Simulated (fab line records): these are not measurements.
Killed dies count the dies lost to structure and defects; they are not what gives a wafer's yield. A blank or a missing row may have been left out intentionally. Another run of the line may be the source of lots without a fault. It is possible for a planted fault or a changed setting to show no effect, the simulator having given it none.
Lot-split experiment + flow gf180mcu + 5 lots, 23 wafers read, on a route of 602 steps

## ON THE SPLIT
At GF_STI_OXIDATION_29 (stabilise 600 s, purge 300 s, target thk 10 nm), the setting ox_time_s was moved away from the recipe's 1418 s on 15 of the 23 wafers read, by -14.5% to +11.8%. All remaining wafers had this setting at the recipe value.

The file shows no step between the split and the reading.

## THE READING
STI_OXIDATION_02_THK, in nm, at GF_STI_THK_MEAS_30. Fault-free wafers of this fab line usually give 10.06 nm, standard deviation 0.13 nm.

| wafer  | tool, chamber at the split | ox_time_s as run, s | against the recipe | STI_OXIDATION_02_THK, nm | against lot-mates on the recipe |
|--------|----------------------------|---------------------|--------------------|--------------------------|---------------------------------|
| L074.1 | -, -                       | 1213                | -14.5%             | 9.15                     | no lot-mate on the recipe       |
| L074.2 | -, -                       | 1213                | -14.5%             | 9.23                     | no lot-mate on the recipe       |
| L074.3 | -, -                       | 1213                | -14.5%             | 9.06                     | no lot-mate on the recipe       |
| L074.4 | -, -                       | 1213                | -14.5%             | 8.92                     | no lot-mate on the recipe       |
| L074.6 | -, -                       | 1213                | -14.5%             | 9.12                     | no lot-mate on the recipe       |
| L076.1 | -, -                       | 1586                | +11.8%             | 10.82                    | no lot-mate on the recipe       |
| L076.2 | -, -                       | 1586                | +11.8%             | 10.93                    | no lot-mate on the recipe       |
| L076.4 | -, -                       | 1586                | +11.8%             | 10.76                    | no lot-mate on the recipe       |
| L076.5 | -, -                       | 1586                | +11.8%             | 10.79                    | no lot-mate on the recipe       |
| L076.6 | -, -                       | 1586                | +11.8%             | 10.80                    | no lot-mate on the recipe       |
| L077.1 | furnace-01, 0              | 1418                | recipe             | 10.09                    | -                               |
| L077.5 | furnace-01, 0              | 1418                | recipe             | 9.93                     | -                               |
| L077.6 | furnace-01, 0              | 1418                | recipe             | 10.00                    | -                               |
| L078.1 | -, -                       | 1247                | -12.1%             | 9.39                     | no lot-mate on the recipe       |
| L078.2 | -, -                       | 1247                | -12.1%             | 9.44                     | no lot-mate on the recipe       |
| L078.4 | -, -                       | 1247                | -12.1%             | 9.40                     | no lot-mate on the recipe       |
| L078.5 | -, -                       | 1247                | -12.1%             | 9.35                     | no lot-mate on the recipe       |
| L078.6 | -, -                       | 1247                | -12.1%             | 9.33                     | no lot-mate on the recipe       |
| L080.2 | -, -                       | 1418                | recipe             | 10.30                    | -                               |
| L080.3 | -, -                       | 1418                | recipe             | 10.30                    | -                               |
| L080.4 | -, -                       | 1418                | recipe             | 10.35                    | -                               |
| L080.5 | -, -                       | 1418                | recipe             | 10.13                    | -                               |
| L080.6 | -, -                       | 1418                | recipe             | 10.12                    | -                               |

THE FIT
A straight line over all 23 wafers: STI_OXIDATION_02_THK changes by +0.0642 nm for each +1% of ox_time_s; r = +0.98; the points scatter about the line by 0.12 nm.
Too few moved wafers with a lot-mate on the recipe to fit a line net of each lot's own level.

## THE WHOLE CHAIN: every reading that the file lists as answering this split, in the file's order
| step                | what it does                                   | reading                                                                          | change (the file's fit)                | r (the file's) |
|---------------------|------------------------------------------------|----------------------------------------------------------------------------------|----------------------------------------|----------------|
| GF_STI_OXIDATION_29 | stabilise 600 s, purge 300 s, target thk 10 nm | SiO2_of_STI_OXIDATION_29.thk_nm (the simulator's own value, which no gauge read) | +0.0648 nm for each +1% of the setting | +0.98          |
| GF_STI_THK_MEAS_30  |                                                | STI_OXIDATION_02_THK                                                             | +0.0643 for each +1% of the setting    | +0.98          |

## FILE'S OWN FIT
STI_OXIDATION_02_THK changes by +0.0643 nm for each +1% of ox_time_s, r = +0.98.
